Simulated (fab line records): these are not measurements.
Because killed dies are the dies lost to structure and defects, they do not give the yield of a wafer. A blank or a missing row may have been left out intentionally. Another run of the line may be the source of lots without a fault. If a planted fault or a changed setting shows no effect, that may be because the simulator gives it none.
Chamber matching -- flow sky130 -- SKY_VIA1_CMP_02 on cmp-01: 4 sister chambers
The step polishes SiO2. 16 wafers are shown with their chamber, then 8 later ones without.

== WAFERS, EACH WITH ITS CHAMBER ==
wafer,chamber,motor-current-A (A),edge-zone-pressure-frac
L377.2,0,12.5,1.009
L377.3,2,12.1,1.010
L377.5,2,12.4,1.010
L376.2,2,11.7,1.004
L376.3,3,11.4,0.988
L376.6,0,12.4,1.004
L382.2,0,12.4,1.003
L382.3,1,12.3,1.002
L382.4,2,12.2,1.005
L383.1,3,10.9,0.990
L383.2,1,12.2,0.999
L383.5,2,11.3,1.000
L390.3,3,10.3,1.000
L390.5,1,12.1,1.000
L390.6,2,11.8,0.995
L396.1,3,9.9,1.004

SIGNATURES (means of the wafers above)
reading,chamber 0,chamber 1,chamber 2,chamber 3,scatter within a chamber
motor-current-A,12.433,12.200,11.917,10.625,0.421
edge-zone-pressure-frac,1.00533,1.00033,1.00400,0.99550,0.00559
Rule: a wafer lies at a distance from a chamber equal to the root of the sum of squares, over the readings, of (its reading less the chamber's mean, divided by the reading's scatter). If the next closest chamber is less than 2 further off than the closest, the wafer can't be placed; otherwise it belongs to the closest. The scatter: the root of (the sum of the squares of (reading less its chamber's mean) over the shown wafers, divided by (wafers less chambers)).

== WAFERS WITH NO CHAMBER GIVEN ==
wafer,motor-current-A (A),edge-zone-pressure-frac
L396.3,12.4,1.000
L396.6,10.4,0.997
L397.1,11.3,1.003
L397.2,12.0,0.999
L397.5,11.5,0.991
L398.3,11.0,1.003
L398.5,12.3,0.994
L398.6,12.9,0.998

== EACH ONE'S CHAMBER ==
wafer,from the rows above,in truth
L396.3,can't be placed: 1 or 0 or 2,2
L396.6,3,3
L397.1,can't be placed: 2 or 3 or 1 or 0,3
L397.2,can't be placed: 1 or 2 or 0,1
L397.5,can't be placed: 3 or 1 or 2 or 0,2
L398.3,can't be placed: 3 or 2 or 1 or 0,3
L398.5,can't be placed: 1 or 2 or 0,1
L398.6,can't be placed: 1 or 0 or 2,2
1 of 8 placed correctly. From these rows, 7 cannot be placed; in 7 the true chamber is one of the candidates. Number placed wrongly: 0.
